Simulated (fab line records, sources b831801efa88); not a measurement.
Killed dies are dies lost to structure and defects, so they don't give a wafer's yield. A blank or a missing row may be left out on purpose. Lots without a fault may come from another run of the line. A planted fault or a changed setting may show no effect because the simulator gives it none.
A struck lot beside a sound one | flow sky130 | 22 steps out of a route of 708
Sound: wafers L405.1, L405.4, L405.6. Struck: wafers L419.2, L419.3, L419.4. The cause comes at the end.
At each step with rows: each side's tool, then ch and its chambers, then its first start. Under that, the readings that differ: sound wafers | struck wafers | difference of the means | sigmas: that difference in standard deviations of wafers without a fault.
alike: readings whose means differ by less than 2 such deviations, and words and numbers that are the same on both sides. not compared: withheld readings, readings that some wafer has no value for, bounds like >300 that may hide the same value, and numbers for which the record gives no deviation and whose values overlap.
The two part at a step that has a row with sigmas, a row that says differs or no value, or rows on one side only. Numbers that don't overlap but have no deviation are shown without sigmas and don't part them. A reading that every wafer of one side lacks parts them only if that side has two wafers or more.

first, 1 step without rows for these wafers: SKY_POLY_GATE_OXIDATION_20 (stabilise 600 s, purge 300 s, target thk 4 nm).
SKY_POLY_GATE_THK_MEAS_21:
  sound on film_metro-03, day 17 12:22; struck on film_metro-02, day 24 01:01
  reading                      | sound          | struck         | difference | sigmas
  POLY_GATE_OXIDATION_THK (nm) | 3.86 3.82 3.87 | 4.06 4.07 3.99 | +0.19      | +2
SKY_POLY_GATE_CD_MEAS_22:
  sound on cd_sem-02, day 17 12:26; struck on cd_sem-01, day 24 01:05
  alike: cd_nm
then, 7 steps without rows for these wafers: SKY_LDD_N_DEHYDRATE_00 (time 60 s); SKY_LDD_N_HMDS_01 (prime time 60 s); SKY_LDD_N_COAT_02 (resist thk 300 nm); SKY_LDD_N_SOFTBAKE_03 (time 60 s); SKY_LDD_N_EXPOSE_04 (exposes mask NTM, target cd 840 nm); SKY_LDD_N_PEB_05; SKY_LDD_N_DEVELOP_06 (develop time 60 s).
SKY_LDD_N_OVL_MEAS_07:
  sound on overlay-02, day 18 18:32; struck on overlay-02, day 25 06:59
  alike: LDD_N_OVL
then, 1 step without rows for these wafers: SKY_LDD_N_IMPLANT_08.
SKY_LDD_N_IMPLANT_09:
  sound on implanter-04 ch 0, day 18 18:43; struck on implanter-02 ch 0, day 25 07:12
  reading            | sound                         | struck                           | difference  | sigmas
  beam_on_s (s)      | 10.15 10.12 9.97              | 17.63 17.32 17.54                | +7.42       | +37
  dose_ions_cm2      | 7.511e+13 7.498e+13 7.491e+13 | 1.4604e+14 1.4607e+14 1.4609e+14 | +7.1067e+13 | +99 or more
  faraday_current_uA | 417 415 425                   | 466 475 470                      | +51         | +6
then, 6 steps without rows for these wafers: SKY_LDD_N_IMPLANT_10; SKY_LDD_N_IMPLANT_11; SKY_LDD_N_IMPLANT_12; SKY_LDD_N_IMPLANT_13; SKY_LDD_N_IMPLANT_14; SKY_LDD_N_IMPLANT_15.
SKY_LDD_N_STRIP_16: strips in O2/N2.
  sound on plasma_asher-01 ch 0, day 18 19:46; struck on plasma_asher-04 ch 0,1, day 25 08:13
  reading                      | sound             | struck            | difference | sigmas
  strip_time_to_endpoint_s (s) | 4.322 4.311 4.298 | 4.538 4.512 4.545 | +0.221     | +14
  alike: chamber_pressure_mTorr, drypump_motor_current_A, o2_flow_sccm, oes_product_au
  not compared: rf_hours_counter_h
SKY_LDD_N_TW_MEAS_17:
  sound on film_metro-01, day 18 19:52; struck on film_metro-04, day 25 08:34
  reading  | sound          | struck         | difference | sigmas
  LDD_N_TW | 2592 2572 2584 | 2686 2696 2694 | +109       | +9
  not compared: hold
-- the record jumps here: 25 days lie between the struck wafers' starts before and after (it left off in module LDD_N and takes up again in module PAD_OPEN, whose first step shown is number 708 of the route) --
SKY_PAD_OPEN_PROBE_99:
  sound on prober-01, day 46 16:24; struck on prober-01, day 50 16:59
  reading                                    | sound                | struck               | difference | sigmas
  model.etest.tip_n.rs_ohm_sq                | 443.2 440.1 441.6    | 388.9 387.1 387.8    | -53.7      |
  model.etest.nfet_01v8_swapped.vt_sat_v (V) | 0.6607 0.6617 0.6523 | 0.6303 0.6331 0.6404 | -0.0236    |
  alike: killed_at_M0_to_M3, killed_at_M4_up, killed_at_contacts, killed_at_front_end, killed_at_other, killed_dies, killed_open, killed_short

WHERE THEY PART
First at SKY_POLY_GATE_THK_MEAS_21; last, within this record, at SKY_LDD_N_TW_MEAS_17. Later steps at which nothing parts them and some readings are alike: SKY_PAD_OPEN_PROBE_99.

WHY: what the simulator had put in
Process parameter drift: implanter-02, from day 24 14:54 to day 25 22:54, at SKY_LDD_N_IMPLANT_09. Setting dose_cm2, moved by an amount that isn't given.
